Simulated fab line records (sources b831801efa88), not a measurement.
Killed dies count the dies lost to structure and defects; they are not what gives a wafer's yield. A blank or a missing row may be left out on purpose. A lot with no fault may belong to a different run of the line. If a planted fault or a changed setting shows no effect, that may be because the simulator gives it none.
A struck lot beside a sound one	flow sfq_line	17 out of 325 route steps
Sound: these wafers, L389.2, L389.3, L389.5. Wafers L395.1, L395.5, L395.6 were the ones struck. The cause is named last.
For every step that has rows: the tool of each side, followed by ch and its chambers, followed by its first start. Under that, the readings that differ: sound wafers	struck wafers	difference of the means	sigmas: that difference in standard deviations of wafers without a fault.
alike: readings with means less than 2 such deviations apart, plus words and numbers identical on both sides. not compared: withheld readings, readings lacking a value on some wafer, bounds such as >300 that could conceal the same value, and numbers that have no deviation in the record and whose values overlap.
The two part at a step that has a row with sigmas, a row that says differs or no value, or rows on one side only. Non-overlapping numbers with no deviation appear without sigmas and do not part them. A reading missing from all wafers of one side parts the sides only when that side holds two or more wafers.

SFQ_M7_OVL_MEAS_945:
  struck on overlay-01, day 80 11:25; sound on overlay-02, day 78 22:40
  alike: M7_OVL
SFQ_TRILAYER_M7_BARC_OPEN_METAL_ETCH_229: etches BARC in O2, target depth 125 nm, time 41.7 s.
  sound on rie_metal-04 ch 0,1, day 78 22:42; struck on rie_metal-03 ch 0,1, day 80 11:27
  alike: drypump_motor_current_A, oes_product_au
  not compared: rf_hours_counter_h
SFQ_TRILAYER_M7_ETCH_METAL_ETCH_180: etches Nb in Cl2/Ar, stops on SiO2, target depth 240 nm, time 120 s.
  sound on rie_metal-04 ch 0,1, day 78 22:46; struck on rie_metal-03 ch 0,1, day 80 11:31
  alike: drypump_motor_current_A, oes_product_au
  not compared: rf_hours_counter_h
then, 2 steps without rows for these wafers: SFQ_TRILAYER_M7_STRIP_STRIP_181 (strips in O2); SFQ_TRILAYER_M7_STRIP_SOLV_CLEAN_182 (cleans in NMP, time 600 s).
SFQ_TRILAYER_I7_DEP_PECVD_183: deposits SiO2 from SiH4/N2O, time 111.11 s, target thk 500 nm.
  sound on pecvd-03 ch 0,2, day 78 23:40; struck on pecvd-02 ch 0,1, day 80 12:25
reading	sound	struck	difference	sigmas
throttle_valve_pct (%)	25.2 25.9 26.1	23.3 22.4 23.0	-2.8	-2
  alike: heater_power_w
then, 1 step without rows for these wafers: SFQ_TRILAYER_I7_CMP_CMP_184 (polishes SiO2).
SFQ_I7_BOW_MEAS_946:
  struck on film_metro-01, day 80 16:06; sound on film_metro-03, day 79 06:46
  alike: I7_BOW
SFQ_TRILAYER_I7_METRO_MEASURE_185:
  struck on film_metro-01, day 80 16:13; sound on film_metro-03, day 79 07:04
  alike: thk_nm
then, 3 steps without rows for these wafers: SFQ_TRILAYER_I7_VIA_LITHO_COAT_192 (resist thk 62 nm); SFQ_TRILAYER_I7_VIA_LITHO_COAT_187 (resist thk 650 nm); SFQ_TRILAYER_I7_VIA_LITHO_SOFTBAKE_191.
SFQ_TRILAYER_I7_VIA_LITHO_EXPOSE_188: exposes mask I7, target cd 1000 nm.
  sound on krf_scanner-01 ch 0, day 79 20:55; struck on krf_scanner-01 ch 0, day 80 20:43
reading	sound	struck	difference	sigmas
model.I7.overlay_x_nm (nm)	3.707 3.707 3.707	266.8 266.8 266.8	+263.1	
  alike: mask, reticle_temp_C
then, 2 steps without rows for these wafers: SFQ_TRILAYER_I7_VIA_LITHO_PEB_190 (peb time 60 s); SFQ_TRILAYER_I7_VIA_LITHO_DEVELOP_189 (time 60 s).
SFQ_I7_OVL_MEAS_947:
  struck on overlay-02, day 80 22:13; sound on overlay-01, day 79 22:13
reading	sound	struck	difference	sigmas
I7_OVL (nm)	7 2 -2	265 264 270	+264	+45
SFQ_TRILAYER_I7_VIA_BARC_OPEN_VIA_ETCH_260: etches BARC in O2, target depth 125 nm, time 41.7 s.
  sound on rie_diel-01 ch 0,1,3, day 79 22:15; struck on rie_diel-02 ch 1,3, day 80 22:15
  alike: drypump_motor_current_A, oes_product_au
  not compared: rf_hours_counter_h

WHERE THEY PART
Earliest at SFQ_TRILAYER_I7_DEP_PECVD_183; latest, in this record, at SFQ_I7_OVL_MEAS_947. Later steps at which nothing parts them and some readings are alike: SFQ_TRILAYER_I7_VIA_BARC_OPEN_VIA_ETCH_260.

WHY: what had been put in by the simulator
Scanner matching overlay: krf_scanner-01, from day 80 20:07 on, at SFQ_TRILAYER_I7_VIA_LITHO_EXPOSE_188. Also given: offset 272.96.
